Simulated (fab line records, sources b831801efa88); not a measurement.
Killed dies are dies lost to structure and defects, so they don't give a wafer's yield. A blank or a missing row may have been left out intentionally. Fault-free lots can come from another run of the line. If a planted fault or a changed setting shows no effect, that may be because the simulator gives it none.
Which tool did it?    flow gf180mcu    Sampling: 13 lots, 36 wafers, 5 of 602 route steps

== WHAT THE GAUGES SHOWED, per wafer ==
GF_VT_IMPLANT_TW_MEAS_10.
lot   measured      on             VT_IMPLANT_TW
L285  day 5 18:19   film-metro-04  572 570 571
L286  day 5 22:09   film-metro-01  566 566 565
L287  day 6 03:01   film-metro-02  564 563 564
L289  day 6 20:07   film-metro-02  565 563 564
L291  day 7 06:36   film-metro-01  568 572 568
L295  day 8 06:05   film-metro-04  573 572
L296  day 8 12:56   film-metro-02  560 561
L300  day 9 13:24   film-metro-02  567 566
L302  day 10 01:13  film-metro-02  565 566 565
L303  day 10 07:43  film-metro-01  569 573 569
L304  day 10 14:55  film-metro-04  569 569 569
L307  day 11 13:37  film-metro-01  571 568 569
L308  day 11 15:54  film-metro-04  574 572 571

GF_PSD_CD_MEAS_07: the cd target is 400 nm.
lot   measured      on         cd-nm (nm)
L285  day 14 03:15  cd-sem-02  396.0 397.6 397.1
L286  day 14 13:42  cd-sem-02  402.2 397.7 396.8
L287  day 14 21:47  cd-sem-01  397.7 395.8 393.7
L289  day 16 00:03  cd-sem-02  398.9 398.7 398.7
L291  day 16 13:38  cd-sem-01  401.4 402.4 402.1
L295  day 18 11:12  cd-sem-02  397.6 399.3
L296  day 18 18:06  cd-sem-01  398.6 398.3
L300  day 19 18:59  cd-sem-02  398.7 399.3
L302  day 20 15:31  cd-sem-02  398.5 397.6 399.4
L303  day 20 15:51  cd-sem-01  402.2 399.4 400.2
L304  day 21 01:54  cd-sem-02  398.6 398.8 399.1
L307  day 22 06:32  cd-sem-02  400.5 401.9 400.7
L308  day 22 08:49  cd-sem-01  401.0 398.5 398.8

GF_PSD_RS_MEAS_14: the measuring method here is four-point-probe.
lot   measured      on             NSD_RS (ohm/sq)
L285  day 14 03:51  film-metro-02  46.17 46.13 46.26
L286  day 14 14:18  film-metro-02  46.21 46.25 46.29
L287  day 14 22:23  film-metro-01  46.20 46.00 46.13
L289  day 16 00:39  film-metro-01  46.09 46.21 46.13
L291  day 16 14:14  film-metro-01  46.00 46.04 46.07
L295  day 18 11:47  film-metro-04  46.03 45.04
L296  day 18 18:47  film-metro-01  46.24 45.11
L300  day 19 19:35  film-metro-01  46.03 45.09
L302  day 20 16:07  film-metro-04  46.23 46.09 46.28
L303  day 20 16:28  film-metro-04  46.09 46.19 45.96
L304  day 21 02:30  film-metro-02  46.23 46.01 46.20
L307  day 22 07:08  film-metro-01  46.14 46.05 46.18
L308  day 22 09:25  film-metro-01  46.08 46.04 46.07

== WHICH TOOL RAN EACH LOT (tool, then ch and the chambers of the sampled wafers, then the start) ==
lot   GF_NSD_IMPLANT_09                GF_NSD_STRIP_11
L285  implanter-01 ch 0, day 13 05:29  plasma-asher-03 ch 0,1, day 13 05:46
L286  implanter-01 ch 0, day 13 16:43  plasma-asher-03 ch 0,1, day 13 17:00
L287  implanter-02 ch 0, day 14 00:21  plasma-asher-03 ch 0,1, day 14 00:38
L289  implanter-03 ch 0, day 15 02:17  plasma-asher-01 ch 0,1, day 15 02:34
L291  implanter-01 ch 0, day 15 15:34  plasma-asher-01 ch 0,1, day 15 15:51
L295  implanter-01 ch 0, day 17 11:36  plasma-asher-02 ch 0, day 17 11:54
L296  implanter-01 ch 0, day 17 18:43  plasma-asher-02 ch 0,1, day 17 19:01
L300  implanter-01 ch 0, day 18 18:09  plasma-asher-01 ch 0,1, day 18 18:27
L302  implanter-02 ch 0, day 19 14:32  plasma-asher-03 ch 0,1, day 19 14:48
L303  implanter-03 ch 0, day 19 15:04  plasma-asher-01 ch 0,1, day 19 15:20
L304  implanter-03 ch 0, day 20 00:56  plasma-asher-02 ch 0,1, day 20 01:12
L307  implanter-03 ch 0, day 21 06:36  plasma-asher-03 ch 0,1, day 21 06:53
L308  implanter-01 ch 0, day 21 08:43  plasma-asher-03 ch 0,1, day 21 08:59
- GF_NSD_IMPLANT_09
- GF_NSD_STRIP_11: strips in O2/N2.

== AS READ BY THE TOOLS THEMSELVES (means over the sampled wafers that have a number; for cases with no such wafer, the mark the record gives instead) ==
GF_NSD_IMPLANT_09.
lot   tool          beam-on-s (s)  faraday-current-uA
L285  implanter-01  20.1           10911
L286  implanter-01  20.6           10656
L287  implanter-02  18.7           11693
L289  implanter-03  18.3           11983
L291  implanter-01  20.4           10811
L295  implanter-01  22.4           9846
L296  implanter-01  22.6           9810
L300  implanter-01  22.5           9823
L302  implanter-02  19.2           11451
L303  implanter-03  17.4           12566
L304  implanter-03  17.9           12224
L307  implanter-03  18.1           12101
L308  implanter-01  20.3           10830

GF_NSD_STRIP_11.
lot   tool             drypump-motor-current-A (A)  heater-power-w (W)  oes-product-au (a.u.)  strip-time-to-endpoint-s (s)
L285  plasma-asher-03  5.4                          353                 0.487                  22.93
L286  plasma-asher-03  5.2                          336                 0.487                  22.92
L287  plasma-asher-03  5.2                          333                 0.486                  22.98
L289  plasma-asher-01  5.4                          291                 0.487                  22.97
L291  plasma-asher-01  5.4                          288                 0.486                  22.92
L295  plasma-asher-02  6.1                          336                 0.483                  23.39
L296  plasma-asher-02  6.1                          358                 0.484                  23.33
L300  plasma-asher-01  5.4                          300                 0.479                  23.36
L302  plasma-asher-03  5.4                          347                 0.486                  22.94
L303  plasma-asher-01  5.4                          303                 0.491                  22.93
L304  plasma-asher-02  6.2                          368                 0.484                  23.00
L307  plasma-asher-03  5.2                          333                 0.479                  23.02
L308  plasma-asher-03  5.2                          332                 0.486                  23.00

== THE ANSWER, worked out from the rows above alone ==
Rule: what is usual is taken from the lots themselves. Put in order of their means at a reading, lots are off if they are a third of the lots or fewer, leave a main group of 4 or more, and stand apart from it by a gap of 3 or more times the standard deviation of the main group's means; of several such gaps the widest counts. A main group whose means are all the same, to the digits that the tables above print for the reading, isn't used. A lot without any number at a reading at which 4 lots or more have one is off too. Any other lot the step has rows for is counted as sound. After the gauges, taken in route order, come the tools' own readings; for these a lot's mean is taken, as printed above. At the first step where some lot is off, the reading lying furthest off is the one used; lots without a number count as furthest.
Off: L295, L296, L300, seen at GF_PSD_RS_MEAS_14 (NSD_RS). The main group: mean 46.13 ohm/sq, standard deviation 0.062.
A tool fits if, at a process step before that reading, it ran every lot that is off, and no sound lot after the first of them. The gauges at GF_PSD_RS_MEAS_14 aren't tried: what is off there is off at GF_NSD_STRIP_11 too, on other tools, and a gauge's error can't cause that. Of those tried, none fits.

== WHAT THE SIMULATOR PUT IN ==
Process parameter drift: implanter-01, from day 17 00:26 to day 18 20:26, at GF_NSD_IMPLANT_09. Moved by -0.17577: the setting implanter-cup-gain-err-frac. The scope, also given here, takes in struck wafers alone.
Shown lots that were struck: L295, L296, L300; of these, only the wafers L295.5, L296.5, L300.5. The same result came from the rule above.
